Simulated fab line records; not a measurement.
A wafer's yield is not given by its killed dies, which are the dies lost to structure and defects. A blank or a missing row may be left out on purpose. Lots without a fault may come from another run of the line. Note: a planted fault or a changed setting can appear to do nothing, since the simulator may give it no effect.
One fault seen from 2 desks	flow gf180mcu	numbers are kept per desk, each desk with only its own; the story behind them comes last

== AT THE TOOL OWNER'S DESK: wet bench-03 ==
The tool's own readings at GF_VT_IMPLANT_WET_ETCH_50 (etches SiO2 in dHF, target depth 20 nm, time 400 s): means of the sampled wafers that have a number, for each lot that ran on this tool. A lot is out of limits, marked OUT, if its mean lies more than 4 standard deviations from the usual mean; the brackets give that distance.
Columns: A = run length s at GF_VT_IMPLANT_WET_ETCH_50, usual 428 s
lot	first seen here	A
L547	day 7 15:41	426
L548	day 7 21:08	432
L549	day 8 08:29	131 (-78) OUT
L550	day 8 13:34	124 (-80) OUT
L552	day 8 23:25	126 (-79) OUT
L562	day 11 19:11	432
L568	day 13 13:17	431
Finding of this desk: L549, L550, L552 out of limits; the first was L549 at day 8 08:29, on run length s at GF_VT_IMPLANT_WET_ETCH_50. Within limits: L547, L548, L562, L568.

== AT THE METROLOGY DESK ==
What the gauges read, lot by lot, whatever tool the lot ran on: means of the sampled wafers that have a number. A lot is out of limits, marked OUT, if its mean lies more than 4 standard deviations from the usual mean; the brackets give that distance.
Columns: A = DUAL_GATE_OXIDATION_00_THK at GF_DUAL_GATE_THK_MEAS_03, usual 10.94 nm
lot	first seen here	A
L547	day 7 18:09	11.08
L548	day 7 22:48	10.83
L549	day 8 10:31	11.01
L550	day 8 15:12	11.10
L552	day 9 01:26	11.10
L559	day 11 02:59	10.74
L562	day 11 20:49	10.96
L563	day 12 03:33	10.90
L564	day 12 11:44	10.93
L565	day 12 16:07	10.97
L566	day 13 00:23	11.05
L568	day 13 16:17	10.70
L569	day 13 19:30	11.22
L570	day 14 03:19	10.97
Finding of this desk: none of the 14 lots has anything out of limits.

== PUT TOGETHER ==
The tool owner's desk could have raised an alarm at day 8 08:29, on L549, L550, L552.
Metrology desk: nothing out of limits seen.
The metrology desk holds a record of L549, L550, L552, inside its limits.
On wet bench-03, each named lot ran GF_VT_IMPLANT_WET_ETCH_50.

== WHAT HAD BEEN PUT IN BY THE SIMULATOR ==
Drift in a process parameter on wet bench-03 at GF_VT_IMPLANT_WET_ETCH_50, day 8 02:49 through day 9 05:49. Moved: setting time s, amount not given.
Lots struck among those shown: L549, L550, L552.
Delay in hours, fault start to first out-of-limits reading, by desk: the tool owner's desk at 6.
